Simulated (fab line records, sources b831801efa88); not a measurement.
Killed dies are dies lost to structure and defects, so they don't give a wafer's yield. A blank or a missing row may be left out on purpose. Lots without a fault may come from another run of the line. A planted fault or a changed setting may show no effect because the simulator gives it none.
Which tool did it? | flow sky130 | 11 lots, 33 wafers sampled, at 3 steps of a route of 708

WHAT THE GAUGES READ, wafer by wafer
SKY_SD_N_CD_MEAS_07: target cd 380 nm.
lot  | measured     | on        | cd_nm (nm)
L554 | day 27 16:20 | cd_sem-02 | 378.9 380.0 380.6
L555 | day 28 06:01 | cd_sem-01 | 380.1 380.6 383.0
L558 | day 29 09:45 | cd_sem-02 | 383.5 379.5 378.5
L559 | day 29 17:44 | cd_sem-01 | 377.7 377.7 378.6
L560 | day 29 21:07 | cd_sem-01 | 379.4 380.3 381.0
L562 | day 30 17:02 | cd_sem-02 | 378.2 381.1 380.3
L566 | day 32 01:09 | cd_sem-01 | 378.4 379.4 379.8
L567 | day 32 05:31 | cd_sem-01 | 381.9 381.9 381.2
L568 | day 32 11:11 | cd_sem-02 | 378.4 375.7 378.7
L572 | day 34 07:07 | cd_sem-02 | 379.4 380.7 378.7
L576 | day 34 17:11 | cd_sem-02 | 378.9 382.4 378.9

SKY_CONTACT_CD_MEAS_14: target cd 170 nm.
lot  | measured     | on        | cd_nm (nm)
L554 | day 31 09:50 | cd_sem-01 | 171.8 170.1 171.6
L555 | day 31 22:58 | cd_sem-02 | 169.9 169.5 169.7
L558 | day 32 23:44 | cd_sem-01 | 169.6 170.1 169.3
L559 | day 33 08:30 | cd_sem-01 | 170.7 171.0 170.7
L560 | day 33 13:54 | cd_sem-02 | 169.8 170.0 169.4
L562 | day 34 05:25 | cd_sem-02 | 168.2 168.1 167.4
L566 | day 35 14:20 | cd_sem-01 | 169.2 169.0 168.9
L567 | day 35 19:36 | cd_sem-02 | 176.2 176.4 175.9 177.1 176.0 175.9
L568 | day 35 21:46 | cd_sem-02 | 176.6 177.3 177.8 176.9 177.6 178.2
L572 | day 37 17:21 | cd_sem-01 | 169.4 171.3 171.3
L576 | day 38 04:02 | cd_sem-02 | 169.9 171.2 170.8

WHICH TOOL RAN EACH LOT (tool, then ch and the chambers of the sampled wafers, then the start)
lot  | SKY_CONTACT_SOFTBAKE_10
L554 | litho_track-02 ch 0, day 30 19:00
L555 | litho_track-01 ch 0, day 31 08:00
L558 | litho_track-04 ch 0, day 32 10:00
L559 | litho_track-02 ch 0, day 32 19:00
L560 | litho_track-02 ch 0, day 33 01:00
L562 | litho_track-04 ch 0, day 33 16:00
L566 | litho_track-04 ch 0, day 35 00:00
L567 | litho_track-02 ch 0, day 35 06:00
L568 | litho_track-02 ch 0, day 35 09:00
L572 | litho_track-04 ch 0, day 37 04:00
L576 | litho_track-01 ch 0, day 37 15:00
- SKY_CONTACT_SOFTBAKE_10: time 90 s.

WHAT THE TOOLS THEMSELVES READ (means of the sampled wafers that have a number; where no wafer has one, the mark that the record gives instead)
SKY_CONTACT_SOFTBAKE_10.
lot  | tool           | heater_power_total_W (W) | plate_temp_C (C)
L554 | litho_track-02 | 57.27                    | 99.95
L555 | litho_track-01 | 57.29                    | 99.96
L558 | litho_track-04 | 57.32                    | 99.89
L559 | litho_track-02 | 57.35                    | 100.10
L560 | litho_track-02 | 57.44                    | 99.94
L562 | litho_track-04 | 57.35                    | 100.04
L566 | litho_track-04 | 57.43                    | 99.93
L567 | litho_track-02 | 64.95                    | 109.55
L568 | litho_track-02 | 65.02                    | 109.47
L572 | litho_track-04 | 57.45                    | 100.04
L576 | litho_track-01 | 57.30                    | 100.15

THE ANSWER, worked out from the rows above alone
Rule: what is usual is taken from the lots themselves. Put in order of their means at a reading, lots are off if they are a third of the lots or fewer, leave a main group of 4 or more, and stand apart from it by a gap of 3 or more times the standard deviation of the main group's means; of several such gaps the widest counts. A main group whose means are all the same, to the digits that the tables above print for the reading, isn't used. A lot without any number at a reading at which 4 lots or more have one is off too. The other lots that the step has rows for count as sound. The gauges are gone through in route order, then the tools' own readings, and for those a lot's mean is taken as printed above. The first step at which some lot is off is used, and at that step the reading that is off furthest; a lot without a number counts as furthest.
Off: L567, L568, at SKY_CONTACT_CD_MEAS_14 (cd_nm). The main group: mean 169.9 nm, standard deviation 0.97.
A tool fits if, at a process step before that reading, it ran every lot that is off, and no sound lot after the first of them. The gauges at SKY_CONTACT_CD_MEAS_14 aren't tried: what is off there is off at SKY_CONTACT_SOFTBAKE_10 too, on other tools, and a gauge's error can't cause that. One fits: litho_track-02 at SKY_CONTACT_SOFTBAKE_10. Its last sound lot is L560 (day 33 01:00), its first lot that is off L567 (day 35 06:00): a fault that began between those two fits.
The tool's own readings at SKY_CONTACT_SOFTBAKE_10 bear it out: on the lots that are off they differ by more than 5 times the standard deviation of the sound lots' means. heater_power_total_W reads 64.98 W there against 57.36 W on the sound lots; plate_temp_C reads 109.51 C there against 100.00 C on the sound lots.

WHAT THE SIMULATOR HAD PUT IN
Process parameter drift: litho_track-02, from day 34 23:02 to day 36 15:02, at SKY_CONTACT_SOFTBAKE_10. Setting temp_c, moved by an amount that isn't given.
Lots struck among those shown: L567, L568. The rule above found the same.
